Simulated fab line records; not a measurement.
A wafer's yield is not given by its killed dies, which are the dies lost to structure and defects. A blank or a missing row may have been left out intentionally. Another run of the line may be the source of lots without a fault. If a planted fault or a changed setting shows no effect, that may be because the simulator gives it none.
Comparing a struck lot with a sound one ; flow sky130 ; 27 out of 708 route steps
Sound: these wafers, L628.1, L628.2, L628.6. Wafers L634.2, L634.3, L634.5 were the ones struck. The cause comes at the end.
Order at every step that has rows: each side's tool, ch and its chambers, its first start. Under that, the readings that differ: sound wafers ; struck wafers ; difference of the means ; sigmas: that difference in standard deviations of wafers without a fault.
alike: words and numbers the same on both sides, and readings whose means are apart by under 2 such deviations; not compared: readings that were withheld, readings missing a value for some wafer, numbers with overlapping values and no deviation given by the record, and bounds like >300 which may hide the same value.
The two part at a step that has a row with sigmas, a row that says differs or no value, or rows on one side only. Non-overlapping numbers with no deviation appear without sigmas and do not part them. Lack of a reading on every wafer of one side parts them only where that side has two or more wafers.

first, 3 steps without rows for these wafers: SKY_LDD_N_EXPOSE_04 (exposes mask NTM, target cd 840 nm); SKY_LDD_N_PEB_05; SKY_LDD_N_DEVELOP_06 (develop time 60 s).
SKY_LDD_N_OVL_MEAS_07:
  sound on overlay-02 at day 18 21:10; struck on overlay-02 at day 20 22:09
  alike: LDD_N_OVL
then, 8 steps without rows for these wafers: SKY_LDD_N_IMPLANT_08; SKY_LDD_N_IMPLANT_09; SKY_LDD_N_IMPLANT_10; SKY_LDD_N_IMPLANT_11; SKY_LDD_N_IMPLANT_12; SKY_LDD_N_IMPLANT_13; SKY_LDD_N_IMPLANT_14; SKY_LDD_N_IMPLANT_15.
SKY_LDD_N_STRIP_16: strips in O2/N2.
  sound on plasmaAsher-02 ch 0,1, day 18 22:25; struck on plasmaAsher-03 ch 1, day 20 23:23
reading;sound;struck;difference;sigmas
drypumpMotorCurrentA (A);4.8 5.0 5.1;6.7 6.7 6.7;+1.7;+3
oesProductAu (a.u.);0.401 0.408 0.413;0.914 0.885 0.917;+0.498;+99 or more
stripTimeToEndpointS (s);4.290 4.303 4.309;- - -;no value on the struck wafers;
model.NOVOLAK_of_LDD_N_COAT_02.thkNm (nm);0 0 0;105.4 104.4 104;+104.6;
  not compared: rfHoursCounterH
SKY_LDD_N_TW_MEAS_17:
  sound on filmMetro-01 at day 18 22:31; struck on filmMetro-02 at day 20 23:29
  alike: LDD_N_TW
then, 7 steps without rows for these wafers: SKY_LDD_P_DEHYDRATE_00 (time 60 s); SKY_LDD_P_HMDS_01 (prime time 60 s); SKY_LDD_P_COAT_02 (resist thk 1140 nm); SKY_LDD_P_SOFTBAKE_03 (time 60 s); SKY_LDD_P_EXPOSE_04 (exposes mask PSDM, target cd 380 nm); SKY_LDD_P_PEB_05; SKY_LDD_P_DEVELOP_06 (develop time 60 s).
SKY_LDD_P_CD_MEAS_07 targets a cd of 380 nm.
  sound on cdSem-02 at day 20 05:31; struck on cdSem-02 at day 22 05:54
  alike: cdNm
SKY_LDD_P_OVL_MEAS_08:
  sound on overlay-01 at day 20 05:38; struck on overlay-02 at day 22 06:01
  alike: LDD_P_OVL
after that, 1 step had no rows for these wafers: SKY_LDD_P_IMPLANT_09.
SKY_LDD_P_STRIP_10: strips in O2/N2.
  sound on plasmaAsher-03 ch 0,1, day 20 05:50; struck on plasmaAsher-03 ch 1, day 22 06:11
reading;sound;struck;difference;sigmas
stripTimeToEndpointS (s);14.29 14.23 14.28;15.78 15.83 15.76;+1.52;+39
  alike: drypumpMotorCurrentA, oesProductAu
  not compared: rfHoursCounterH
SKY_LDD_P_TW_MEAS_11:
  sound on filmMetro-03 at day 20 06:02; struck on filmMetro-04 at day 22 06:18
reading;sound;struck;difference;sigmas
LDD_P_TW;627 629 627;30 30 30;-598;-99 or more
then, 1 step without rows for these wafers: SKY_LDD_HVN_DEHYDRATE_00 (time 60 s).

WHERE THEY PART
Last at SKY_LDD_P_TW_MEAS_11 as far as this record goes, first at SKY_LDD_N_STRIP_16.

WHY: what had been put in by the simulator
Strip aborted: plasmaAsher-03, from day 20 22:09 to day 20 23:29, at SKY_LDD_N_STRIP_16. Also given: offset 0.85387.
